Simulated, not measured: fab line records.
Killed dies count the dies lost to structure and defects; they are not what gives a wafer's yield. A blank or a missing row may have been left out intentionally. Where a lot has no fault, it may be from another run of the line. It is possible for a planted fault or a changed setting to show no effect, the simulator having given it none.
Which tool did it? :: flow sky130 :: Sampling: 13 lots, 39 wafers, 5 of 708 route steps

== WHAT THE GAUGES READ, wafer by wafer ==
SKY_VT_ADJUST_PCH_OVL_MEAS_07. Usual: VT_ADJUST_PCH_OVL typically reads 0.5 nm, with standard deviation 1.3.
lot: L852
measured: day 10 04:56
on: overlay-02
VT_ADJUST_PCH_OVL (nm): -1.0 -0.2 -1.1
flag: 

lot: L854
measured: day 10 23:32
on: overlay-02
VT_ADJUST_PCH_OVL (nm): 0.8 0.3 0.8
flag: 

lot: L855
measured: day 11 03:41
on: overlay-02
VT_ADJUST_PCH_OVL (nm): -1.0 0.9 0.4
flag: 

lot: L857
measured: day 11 18:04
on: overlay-01
VT_ADJUST_PCH_OVL (nm): -0.7 -0.7 -1.6
flag: 

lot: L858
measured: day 12 05:05
on: overlay-02
VT_ADJUST_PCH_OVL (nm): 1.2 2.3 2.8
flag: 

lot: L859
measured: day 12 15:58
on: overlay-02
VT_ADJUST_PCH_OVL (nm): 1.8 1.0 1.5
flag: 

lot: L860
measured: day 13 09:37
on: overlay-01
VT_ADJUST_PCH_OVL (nm): 0.1 0.5 -1.1
flag: 

lot: L862
measured: day 13 21:22
on: overlay-01
VT_ADJUST_PCH_OVL (nm): -1.1 0.7 -0.5
flag: 

lot: L863
measured: day 13 22:26
on: overlay-02
VT_ADJUST_PCH_OVL (nm): -1.5 -2.1 -0.5
flag: 

lot: L861
measured: day 13 23:23
on: overlay-02
VT_ADJUST_PCH_OVL (nm): 2.1 1.0 1.1
flag: 

lot: L865
measured: day 14 19:52
on: overlay-01
VT_ADJUST_PCH_OVL (nm): 1.5 0.1 0.9
flag: 

lot: L874
measured: day 17 12:11
on: overlay-01
VT_ADJUST_PCH_OVL (nm): 0.7 0.7 -0.6
flag: 

lot: L875
measured: day 17 21:31
on: overlay-02
VT_ADJUST_PCH_OVL (nm): 0.5 0.5 -1.3
flag: 

SKY_VT_ADJUST_PCH_TW_MEAS_10. Usual: VT_ADJUST_PCH_TW typically reads 141.5, with standard deviation 2.2.
lot: L852
measured: day 10 05:16
on: filmMetro-04
VT_ADJUST_PCH_TW: 138.4 139.7 139.5
flag: 

lot: L854
measured: day 10 23:49
on: filmMetro-04
VT_ADJUST_PCH_TW: 139.6 139.6 139.3
flag: 

lot: L855
measured: day 11 03:59
on: filmMetro-04
VT_ADJUST_PCH_TW: 139.9 139.2 138.5
flag: 

lot: L857
measured: day 11 18:20
on: filmMetro-01
VT_ADJUST_PCH_TW: 143.0 141.7 142.8
flag: 

lot: L858
measured: day 12 05:23
on: filmMetro-04
VT_ADJUST_PCH_TW: 138.4 138.4 138.8
flag: 

lot: L859
measured: day 12 16:15
on: filmMetro-03
VT_ADJUST_PCH_TW: 143.4 143.2 143.7
flag: 

lot: L860
measured: day 13 09:54
on: filmMetro-03
VT_ADJUST_PCH_TW: 142.6 143.1 143.3
flag: 

lot: L862
measured: day 13 21:40
on: filmMetro-04
VT_ADJUST_PCH_TW: 139.8 139.9 139.4
flag: 

lot: L863
measured: day 13 22:43
on: filmMetro-01
VT_ADJUST_PCH_TW: 143.0 143.4 142.4
flag: 

lot: L861
measured: day 13 23:40
on: filmMetro-03
VT_ADJUST_PCH_TW: 143.7 143.1 143.5
flag: 

lot: L865
measured: day 14 20:09
on: filmMetro-01
VT_ADJUST_PCH_TW: 142.4 142.3 141.4
flag: 

lot: L874
measured: day 17 12:28
on: filmMetro-04
VT_ADJUST_PCH_TW: 139.3 140.0 139.6
flag: 

lot: L875
measured: day 17 21:49
on: filmMetro-03
VT_ADJUST_PCH_TW: 144.5 145.1 144.0
flag: 

SKY_POLY_GATE_THK_MEAS_01. Usual: POLY_GATE_CVD_00_THK typically reads 179.8 nm, with standard deviation 1.4.
lot: L852
measured: day 13 17:50
on: filmMetro-03
POLY_GATE_CVD_00_THK (nm): 180.1 178.5 178.9
flag: 

lot: L854
measured: day 14 12:40
on: filmMetro-04
POLY_GATE_CVD_00_THK (nm): 178.8 178.5 176.3
flag: 

lot: L855
measured: day 14 18:34
on: filmMetro-01
POLY_GATE_CVD_00_THK (nm): 181.0 180.8 182.2
flag: 

lot: L857
measured: day 15 18:25
on: filmMetro-03
POLY_GATE_CVD_00_THK (nm): 177.3 178.8 178.2
flag: 

lot: L858
measured: day 15 23:30
on: filmMetro-01
POLY_GATE_CVD_00_THK (nm): 179.2 179.9 180.8
flag: 

lot: L859
measured: day 16 15:36
on: filmMetro-01
POLY_GATE_CVD_00_THK (nm): 180.5 180.8 179.7
flag: 

lot: L860
measured: day 17 13:10
on: filmMetro-03
POLY_GATE_CVD_00_THK (nm): 180.2 181.9 180.9
flag: 

lot: L862
measured: day 18 02:52
on: filmMetro-04
POLY_GATE_CVD_00_THK (nm): 182.2 181.7 181.7
flag: 

lot: L863
measured: day 18 02:47
on: filmMetro-04
POLY_GATE_CVD_00_THK (nm): 180.9 179.0 178.2
flag: 

lot: L861
measured: day 18 02:47
on: filmMetro-03
POLY_GATE_CVD_00_THK (nm): 180.7 180.5 181.1
flag: 

lot: L865
measured: day 18 23:36
on: filmMetro-04
POLY_GATE_CVD_00_THK (nm): 195.7 195.3 195.4 195.8 195.6 195.3
flag: OFF

lot: L874
measured: day 21 20:44
on: filmMetro-04
POLY_GATE_CVD_00_THK (nm): 179.4 178.6 177.9
flag: 

lot: L875
measured: day 22 02:56
on: filmMetro-01
POLY_GATE_CVD_00_THK (nm): 178.4 179.8 176.9
flag: 

SKY_POLY_GATE_CD_MEAS_22. Usual: cdNm reads 149.2 nm (standard deviation 2).
lot: L852
measured: day 16 11:17
on: cdSem-02
cdNm (nm): 148.7 150.2 149.9
flag: 

lot: L854
measured: day 17 03:23
on: cdSem-01
cdNm (nm): 152.5 153.2 149.9
flag: 

lot: L855
measured: day 17 10:02
on: cdSem-02
cdNm (nm): 148.9 148.3 146.7
flag: 

lot: L857
measured: day 18 20:58
on: cdSem-01
cdNm (nm): 149.2 149.5 149.8
flag: 

lot: L858
measured: day 18 21:03
on: cdSem-02
cdNm (nm): 146.6 151.2 146.3
flag: 

lot: L859
measured: day 19 07:35
on: cdSem-02
cdNm (nm): 150.0 149.2 149.0
flag: 

lot: L860
measured: day 20 03:47
on: cdSem-01
cdNm (nm): 150.0 147.1 142.2
flag: 

lot: L862
measured: day 20 19:54
on: cdSem-02
cdNm (nm): 147.2 151.9 145.8
flag: 

lot: L863
measured: day 20 17:47
on: cdSem-02
cdNm (nm): 151.0 150.6 150.9
flag: 

lot: L861
measured: day 20 20:41
on: cdSem-02
cdNm (nm): 147.3 149.9 146.6
flag: 

lot: L865
measured: day 21 18:06
on: cdSem-02
cdNm (nm): 147.5 147.6 149.6
flag: 

lot: L874
measured: day 24 11:09
on: cdSem-01
cdNm (nm): 151.6 152.9 151.7
flag: 

lot: L875
measured: day 24 18:38
on: cdSem-01
cdNm (nm): 150.1 148.5 147.6
flag: 

== TOOL THAT RAN EACH LOT (tool first, then ch and the chambers of the sampled wafers, then the start) ==
lot: L852
SKY_POLY_GATE_CVD_00: lpcvd-01 ch 0, day 13 16:38

lot: L854
SKY_POLY_GATE_CVD_00: lpcvd-01 ch 1, day 14 11:28

lot: L855
SKY_POLY_GATE_CVD_00: lpcvd-01 ch 0, day 14 17:21

lot: L857
SKY_POLY_GATE_CVD_00: lpcvd-01 ch 1, day 15 17:13

lot: L858
SKY_POLY_GATE_CVD_00: lpcvd-01 ch 0, day 15 22:17

lot: L859
SKY_POLY_GATE_CVD_00: lpcvd-01 ch 1, day 16 14:23

lot: L860
SKY_POLY_GATE_CVD_00: lpcvd-01 ch 0, day 17 11:57

lot: L862
SKY_POLY_GATE_CVD_00: lpcvd-01 ch 0, day 18 00:05

lot: L863
SKY_POLY_GATE_CVD_00: lpcvd-01 ch 1, day 18 00:05

lot: L861
SKY_POLY_GATE_CVD_00: lpcvd-01 ch 0, day 18 00:05

lot: L865
SKY_POLY_GATE_CVD_00: lpcvd-01 ch 0, day 18 22:22

lot: L874
SKY_POLY_GATE_CVD_00: lpcvd-01 ch 1, day 21 19:32

lot: L875
SKY_POLY_GATE_CVD_00: lpcvd-01 ch 1, day 22 01:43
- SKY_POLY_GATE_CVD_00: deposits poly-Si, target thk 180 nm, time 720 s.

== WHAT THE TOOLS THEMSELVES READ (means of the sampled wafers that have a number; where no wafer has one, the mark that the record gives instead) ==
SKY_POLY_GATE_CVD_00. Usual: pressureMtorr 200.0 mTorr, standard deviation 0.44; spikeTcBottomC 639.8 C, standard deviation 1.7; zonePowerUpperPct 9.3 %, standard deviation 1.2.
lot: L852
tool: lpcvd-01
pressureMtorr (mTorr): 199.4
spikeTcBottomC (C): 638.6
zonePowerUpperPct (%): 10.6
flag: 

lot: L854
tool: lpcvd-01
pressureMtorr (mTorr): 200.2
spikeTcBottomC (C): 640.8
zonePowerUpperPct (%): 8.2
flag: 

lot: L855
tool: lpcvd-01
pressureMtorr (mTorr): 200.3
spikeTcBottomC (C): 637.6
zonePowerUpperPct (%): 10.5
flag: 

lot: L857
tool: lpcvd-01
pressureMtorr (mTorr): 200.1
spikeTcBottomC (C): 641.8
zonePowerUpperPct (%): 8.1
flag: 

lot: L858
tool: lpcvd-01
pressureMtorr (mTorr): 199.5
spikeTcBottomC (C): 639.1
zonePowerUpperPct (%): 10.6
flag: 

lot: L859
tool: lpcvd-01
pressureMtorr (mTorr): 200.5
spikeTcBottomC (C): 641.2
zonePowerUpperPct (%): 8.0
flag: 

lot: L860
tool: lpcvd-01
pressureMtorr (mTorr): 199.8
spikeTcBottomC (C): 638.8
zonePowerUpperPct (%): 10.6
flag: 

lot: L862
tool: lpcvd-01
pressureMtorr (mTorr): 199.7
spikeTcBottomC (C): 637.4
zonePowerUpperPct (%): 10.6
flag: 

lot: L863
tool: lpcvd-01
pressureMtorr (mTorr): 200.0
spikeTcBottomC (C): 641.8
zonePowerUpperPct (%): 8.0
flag: 

lot: L861
tool: lpcvd-01
pressureMtorr (mTorr): 200.2
spikeTcBottomC (C): 638.4
zonePowerUpperPct (%): 10.5
flag: 

lot: L865
tool: lpcvd-01
pressureMtorr (mTorr): 240.4
spikeTcBottomC (C): 639.1
zonePowerUpperPct (%): 10.4
flag: OFF

lot: L874
tool: lpcvd-01
pressureMtorr (mTorr): 200.0
spikeTcBottomC (C): 640.9
zonePowerUpperPct (%): 8.1
flag: 

lot: L875
tool: lpcvd-01
pressureMtorr (mTorr): 199.9
spikeTcBottomC (C): 641.0
zonePowerUpperPct (%): 8.0
flag: 

== THE ANSWER, worked out from the rows above alone ==
Rule: a lot counts as off when the mean over its wafers that have a number is more than 3 standard deviations away from the usual mean. A lot without any number at a reading at which 4 lots or more have one is off too. All remaining lots with rows at the step are treated as sound. Order of review: gauges by route order, followed by the tools' own readings, for which a lot's mean as printed above is used. At the first step where some lot is off, the reading lying furthest off is the one used; lots without a number count as furthest.
Off: at SKY_POLY_GATE_THK_MEAS_01 (POLY_GATE_CVD_00_THK), L865.
If a tool, at a process step before that reading, ran all the lots that are off and no sound lot after the first of them, it fits. Not tried: the gauges at SKY_POLY_GATE_THK_MEAS_01; whatever is off there is also off at SKY_POLY_GATE_CVD_00, on other tools, and gauge error can't account for it. No candidate that was tried fits.

== WHAT THE SIMULATOR HAD PUT IN ==
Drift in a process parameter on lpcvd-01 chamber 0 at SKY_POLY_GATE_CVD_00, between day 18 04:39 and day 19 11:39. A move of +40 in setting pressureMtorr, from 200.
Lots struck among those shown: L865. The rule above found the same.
